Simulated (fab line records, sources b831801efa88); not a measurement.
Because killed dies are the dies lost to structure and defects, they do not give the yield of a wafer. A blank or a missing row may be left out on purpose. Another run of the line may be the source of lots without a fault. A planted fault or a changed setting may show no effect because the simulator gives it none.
What tool caused it? || flow sky130 || 12 lots (36 wafers sampled), 1 step of a 708-step route

## WHAT THE GAUGES READ, wafer by wafer
SKY_LI_CONTACT_RS_MEAS_22: measurement is done with a four-point probe.
{"lot": "L075", "measured": "day 30 02:30", "on": "film-metro-03", "LI_CONTACT_W_RS (ohm/sq)": "0.2843 0.2841 0.2867"}
{"lot": "L077", "measured": "day 30 19:32", "on": "film-metro-03", "LI_CONTACT_W_RS (ohm/sq)": "0.2857 0.2852 0.2845"}
{"lot": "L079", "measured": "day 31 15:52", "on": "film-metro-01", "LI_CONTACT_W_RS (ohm/sq)": "0.2817 0.2854 0.2825"}
{"lot": "L082", "measured": "day 32 11:51", "on": "film-metro-04", "LI_CONTACT_W_RS (ohm/sq)": "0.2804 0.2787 0.2824"}
{"lot": "L083", "measured": "day 32 20:35", "on": "film-metro-03", "LI_CONTACT_W_RS (ohm/sq)": "0.2841 0.2860 0.2832"}
{"lot": "L086", "measured": "day 33 09:55", "on": "film-metro-03", "LI_CONTACT_W_RS (ohm/sq)": "0.2838 0.2809 0.2843"}
{"lot": "L085", "measured": "day 33 11:56", "on": "film-metro-01", "LI_CONTACT_W_RS (ohm/sq)": "0.2806 0.2858 0.2821"}
{"lot": "L089", "measured": "day 34 07:45", "on": "film-metro-04", "LI_CONTACT_W_RS (ohm/sq)": "0.2843 0.2806 0.2825"}
{"lot": "L091", "measured": "day 35 02:13", "on": "film-metro-04", "LI_CONTACT_W_RS (ohm/sq)": "0.2842 0.2849 0.2819"}
{"lot": "L094", "measured": "day 35 12:43", "on": "film-metro-03", "LI_CONTACT_W_RS (ohm/sq)": "0.2863 0.2837 0.2872"}
{"lot": "L095", "measured": "day 36 03:58", "on": "film-metro-03", "LI_CONTACT_W_RS (ohm/sq)": "0.2846 0.2848 0.2871"}
{"lot": "L097", "measured": "day 36 13:04", "on": "film-metro-03", "LI_CONTACT_W_RS (ohm/sq)": "0.2846 0.2840 0.2825"}

## WHAT TOOL EACH LOT RAN ON (gives the tool, then ch and the chambers of the sampled wafers, and finally the start)
No process step before these readings appears in the record.

## THE ANSWER, worked out from the rows above alone
Rule: usual is defined by the lots themselves. Put in order of their means at a reading, lots are off if they are a third of the lots or fewer, leave a main group of 4 or more, and stand apart from it by a gap of 3 or more times the standard deviation of the main group's means; of several such gaps the widest counts. Not used: any main group whose means are identical at the precision the tables above print for the reading. A lot without any number at a reading at which 4 lots or more have one is off too. Any other lot the step has rows for is counted as sound.
Nothing can be told from this: no lot is off at any reading shown.

## WHAT THE SIMULATOR PUT IN
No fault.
